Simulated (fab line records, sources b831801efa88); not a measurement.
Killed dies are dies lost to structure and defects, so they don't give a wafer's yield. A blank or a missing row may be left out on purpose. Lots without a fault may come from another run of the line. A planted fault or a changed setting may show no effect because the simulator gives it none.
Chamber matching | flow sfq_line | SFQ_TRILAYER_I4_CMP_CMP_100 on cmp-01: 4 sister chambers
The step polishes SiO2. 7 wafers are shown with their chamber, then 7 later ones without.

WAFERS WITH THEIR CHAMBER
wafer  | chamber | motor_current_A (A) | time_to_endpoint_s (s)
L754.6 | 2       | 9.6                 | 202
L755.5 | 1       | 8.6                 | 217
L769.1 | 2       | 9.5                 | 209
L769.5 | 0       | 9.6                 | 216
L769.6 | 3       | 11.1                | 226
L770.4 | 1       | 8.6                 | 215
L770.1 | 0       | 9.6                 | 205

WAFERS WITHOUT THEIR CHAMBER
wafer  | motor_current_A (A) | time_to_endpoint_s (s)
L770.6 | 10.1                | 199
L771.1 | 10.2                | 220
L771.3 | 9.8                 | 209
L771.5 | 9.4                 | 219
L774.1 | 8.8                 | 204
L774.3 | 9.5                 | 202
L774.5 | 9.2                 | 197

WHICH CHAMBER EACH WENT THROUGH
wafer  | from the rows above     | in truth
L770.6 | can't be placed: 0 or 2 | 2
L771.1 | can't be placed: 0 or 2 | 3
L771.3 | can't be placed: 0 or 2 | 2
L771.5 | can't be placed: 2 or 0 | 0
L774.1 | 1                       | 1
L774.3 | can't be placed: 2 or 0 | 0
L774.5 | can't be placed: 2 or 0 | 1
Placed correctly: 1 of 7. Can't be placed from these rows: 6 (the true chamber is among the candidates in 4). Placed wrongly: 0.
How it was worked out, from the rows above alone: a wafer's distance from a chamber is the root of the sum, over the readings, of the square of ((its reading less the chamber's mean) divided by the reading's scatter). The wafer belongs to the nearest chamber; if the next one is less than 2 further off, it can't be placed. A chamber's mean is the mean of its shown wafers. The scatter: the root of (the sum of the squares of (reading less its chamber's mean) over the shown wafers, divided by (wafers less chambers)).
